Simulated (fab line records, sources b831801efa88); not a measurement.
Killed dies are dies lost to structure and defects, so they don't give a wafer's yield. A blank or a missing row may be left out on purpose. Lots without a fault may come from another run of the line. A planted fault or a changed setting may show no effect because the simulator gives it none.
Which tool did it? | flow gf180mcu | 13 lots, 39 wafers sampled, at 3 steps of a route of 602

WHAT THE GAUGES READ, wafer by wafer
GF_PSD_OVL_MEAS_08. Usual: PSD_OVL 0.1 nm, standard deviation 1.4.
lot  | measured     | on         | PSD_OVL (nm)   | flag
L642 | day 13 16:41 | overlay-01 | 1.1 1.2 0.2    |
L643 | day 14 05:43 | overlay-01 | 1.2 0.0 2.2    |
L644 | day 14 09:32 | overlay-01 | 0.3 -0.8 -1.0  |
L645 | day 15 02:11 | overlay-01 | 1.7 1.4 2.0    |
L647 | day 15 22:31 | overlay-02 | -2.1 -2.3 -1.3 |
L646 | day 15 23:19 | overlay-01 | 1.3 0.5 -0.1   |
L648 | day 16 11:49 | overlay-02 | -1.0 -0.3 -0.7 |
L649 | day 16 14:19 | overlay-02 | -1.0 -1.0 -0.3 |
L658 | day 19 22:10 | overlay-02 | 0.0 -0.5 0.9   |
L662 | day 21 04:10 | overlay-02 | 0.4 0.6 -0.2   |
L663 | day 21 07:52 | overlay-01 | -0.6 0.6 -0.5  |
L664 | day 21 14:52 | overlay-01 | 0.6 -0.2 0.0   |
L665 | day 21 23:46 | overlay-02 | 0.0 -1.8 0.0   |

GF_SAB_THK_MEAS_01. Usual: SAB_CVD_00_THK 50.3 nm, standard deviation 0.7.
lot  | measured     | on            | SAB_CVD_00_THK (nm)           | flag
L642 | day 13 17:25 | film_metro-04 | 49.5 49.8 50.8                |
L643 | day 14 06:32 | film_metro-01 | 50.8 50.7 51.1                |
L644 | day 14 10:17 | film_metro-01 | 50.3 50.9 51.0                |
L645 | day 15 02:56 | film_metro-02 | 49.5 50.3 50.4                |
L647 | day 15 23:15 | film_metro-01 | 51.3 50.0 50.6                |
L646 | day 16 00:08 | film_metro-02 | 49.4 50.0 51.0                |
L648 | day 16 12:34 | film_metro-01 | 50.1 50.8 51.0                |
L649 | day 16 15:04 | film_metro-01 | 49.7 49.7 50.0                |
L658 | day 19 22:56 | film_metro-01 | 38.9 49.1 51.7 38.9 49.2 51.7 | OFF
L662 | day 21 05:01 | film_metro-04 | 49.1 50.9 50.2                |
L663 | day 21 08:41 | film_metro-02 | 49.2 49.6 49.8                |
L664 | day 21 15:38 | film_metro-04 | 49.6 49.5 49.8                |
L665 | day 22 00:31 | film_metro-02 | 49.3 50.6 51.1                |

WHICH TOOL RAN EACH LOT (tool, then ch and the chambers of the sampled wafers, then the start)
lot  | GF_SAB_CVD_00
L642 | pecvd-03 ch 0,1, day 13 17:23
L643 | pecvd-01 ch 0,1,2, day 14 06:26
L644 | pecvd-01 ch 0,1, day 14 10:14
L645 | pecvd-03 ch 2, day 15 02:53
L647 | pecvd-04 ch 0,1,2, day 15 23:14
L646 | pecvd-01 ch 0,1,2, day 16 00:07
L648 | pecvd-01 ch 0,1,2, day 16 12:32
L649 | pecvd-03 ch 0,1, day 16 15:02
L658 | pecvd-04 ch 0,1,2, day 19 22:55
L662 | pecvd-01 ch 0,1,2, day 21 04:59
L663 | pecvd-01 ch 1,2, day 21 08:40
L664 | pecvd-03 ch 0,2, day 21 15:36
L665 | pecvd-01 ch 0,1,2, day 22 00:29
- GF_SAB_CVD_00: deposits SiO2 from TEOS, target thk 50 nm, time 4.9302 s.

WHAT THE TOOLS THEMSELVES READ (means of the sampled wafers that have a number; where no wafer has one, the mark that the record gives instead)
GF_SAB_CVD_00. Usual: heater_power_w 661 W, standard deviation 110; susceptor_temp_C 399.97 C, standard deviation 0.23.
lot  | tool     | heater_power_w (W) | susceptor_temp_C (C) | flag
L642 | pecvd-03 | 600                | 399.85               |
L643 | pecvd-01 | 666                | 399.92               |
L644 | pecvd-01 | 702                | 400.09               |
L645 | pecvd-03 | 834                | 399.98               |
L647 | pecvd-04 | 588                | 399.86               |
L646 | pecvd-01 | 690                | 400.16               |
L648 | pecvd-01 | 611                | 399.89               |
L649 | pecvd-03 | 615                | 400.04               |
L658 | pecvd-04 | 643                | 399.95               |
L662 | pecvd-01 | 659                | 400.01               |
L663 | pecvd-01 | 680                | 399.97               |
L664 | pecvd-03 | 811                | 399.72               |
L665 | pecvd-01 | 677                | 399.77               |

THE ANSWER, worked out from the rows above alone
Rule: a lot is off if the mean of its wafers that have a number lies more than 3 standard deviations from the usual mean. A lot without any number at a reading at which 4 lots or more have one is off too. The other lots that the step has rows for count as sound. The gauges are gone through in route order, then the tools' own readings, and for those a lot's mean is taken as printed above. The first step at which some lot is off is used, and at that step the reading that is off furthest; a lot without a number counts as furthest.
Off: L658, at GF_SAB_THK_MEAS_01 (SAB_CVD_00_THK).
A tool fits if, at a process step before that reading, it ran every lot that is off, and no sound lot after the first of them. The gauges at GF_SAB_THK_MEAS_01 are tried like those tools. Can't be told from this: 2 tools fit, pecvd-04 at GF_SAB_CVD_00, film_metro-01 at GF_SAB_THK_MEAS_01.

WHAT THE SIMULATOR HAD PUT IN
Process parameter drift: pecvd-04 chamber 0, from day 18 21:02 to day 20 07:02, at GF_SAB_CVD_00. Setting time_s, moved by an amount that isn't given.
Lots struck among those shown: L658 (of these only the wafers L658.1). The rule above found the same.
